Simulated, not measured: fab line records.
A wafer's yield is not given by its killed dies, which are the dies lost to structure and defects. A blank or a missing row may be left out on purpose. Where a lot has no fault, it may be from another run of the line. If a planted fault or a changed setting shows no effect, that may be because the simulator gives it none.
Comparing a struck lot with a sound one / flow sky130 / 19 steps out of a route of 708
Sound: the wafers L157.2, L157.5, L157.6. Struck: wafers L166.3, L166.4, L166.6. The cause is given at the end.
Each step with rows lists, per side, the tool, then ch with its chambers, then its first start. Under that, the readings that differ: sound wafers / struck wafers / difference of the means / sigmas: that difference in standard deviations of wafers without a fault.
alike: readings whose means differ by less than 2 such deviations, and words and numbers that are the same on both sides. not compared: withheld readings, readings that some wafer has no value for, bounds like >300 that may hide the same value, and numbers for which the record gives no deviation and whose values overlap.
Wherever a step has rows on one side only, a row that says differs or no value, or a row with sigmas, the two part there. Non-overlapping numbers with no deviation appear without sigmas and do not part them. Lack of a reading on every wafer of one side parts them only where that side has two or more wafers.

SKY_SONOS_TUNNEL_TW_MEAS_12:
  sound: film metro-04 at day 12 00:47; struck: film metro-02 at day 14 20:36
  alike: SONOS_TUNNEL_TW
then, 2 steps without rows for these wafers: SKY_SONOS_TUNNEL_CLEAN_13 (cleans in dHF, time 20 s); SKY_SONOS_ONO_OXIDATION_00 (stabilise 600 s, purge 300 s, target thk 2.6 nm).
SKY_SONOS_ONO_THK_MEAS_01:
  sound: film metro-04 at day 12 07:57; struck: film metro-01 at day 14 23:28
  alike: SONOS_ONO_OXIDATION_THK
then, 1 step without rows for these wafers: SKY_SONOS_ONO_CVD_02 (deposits Si3N4 from DCS/NH3, target thk 10.5 nm, time 180 s).
SKY_SONOS_ONO_THK_MEAS_03:
  sound: film metro-03 at day 12 09:04; struck: film metro-03 at day 15 17:46
  alike: SONOS_ONO_CVD_02_THK
then, 1 step without rows for these wafers: SKY_SONOS_ONO_CVD_04 (deposits SiO2 from SiH4/N2O, target thk 5.7199 nm).
SKY_SONOS_ONO_THK_MEAS_05:
  sound: film metro-04 at day 12 10:22; struck: film metro-04 at day 15 19:06
  alike: SONOS_ONO_CVD_04_THK
then, 4 steps without rows for these wafers: SKY_SONOS_ONO_DEHYDRATE_06 (time 60 s); SKY_SONOS_ONO_HMDS_07 (prime time 60 s); SKY_SONOS_ONO_COAT_08 (resist thk 1140 nm); SKY_SONOS_ONO_SOFTBAKE_09 (time 60 s).
SKY_SONOS_ONO_EXPOSE_10: exposes mask ONOM, target cd 410 nm.
  sound on iline stepper-01 ch 0, day 12 21:47; struck on iline stepper-01 ch 0, day 16 08:18
reading=model.SONOS_ONO.overlay x nm (nm); sound=0.5685 0.5685 0.5685; struck=45.31 45.31 45.31; difference=+44.74; sigmas=
  alike: mask
then, 2 steps without rows for these wafers: SKY_SONOS_ONO_PEB_11; SKY_SONOS_ONO_DEVELOP_12 (develop time 60 s).
SKY_SONOS_ONO_CD_MEAS_13 targets a cd of 410 nm.
  sound: cd sem-01 at day 13 09:44; struck: cd sem-01 at day 16 22:30
  alike: cd nm
SKY_SONOS_ONO_OVL_MEAS_14:
  sound: overlay-02 at day 13 09:50; struck: overlay-01 at day 16 22:36
reading=SONOS_ONO_OVL (nm); sound=1.8 0.6 2.3; struck=43.5 44.1 44.6; difference=+42.5; sigmas=+27
SKY_SONOS_ONO_ETCH_15: etches the open film in CHF3/O2, target depth 19.52 nm, time 7.8 s.
  sound on rie diel-04 ch 0,1,2, day 13 09:52; struck on rie diel-01 ch 1,2,3, day 16 22:37
reading=chf3 flow sccm (sccm); sound=50.25 50.42 50.08; struck=50.04 49.92 49.83; difference=-0.32; sigmas=-2
  alike: drypump motor current A, oes product au, throttle valve pct
  not compared: rf hours counter h
-- here the record skips 32 days between the struck wafers' starts before and after, leaving off in module SONOS_ONO and picking up in module PAD_OPEN (first step shown: number 708 of the route) --
SKY_PAD_OPEN_PROBE_99:
  the record has rows for the struck wafers here (prober-02, day 48 23:56) and none for the sound ones

WHERE THEY PART
Earliest at SKY_SONOS_ONO_OVL_MEAS_14; latest, in this record, at SKY_PAD_OPEN_PROBE_99.

WHY: what had been put in by the simulator
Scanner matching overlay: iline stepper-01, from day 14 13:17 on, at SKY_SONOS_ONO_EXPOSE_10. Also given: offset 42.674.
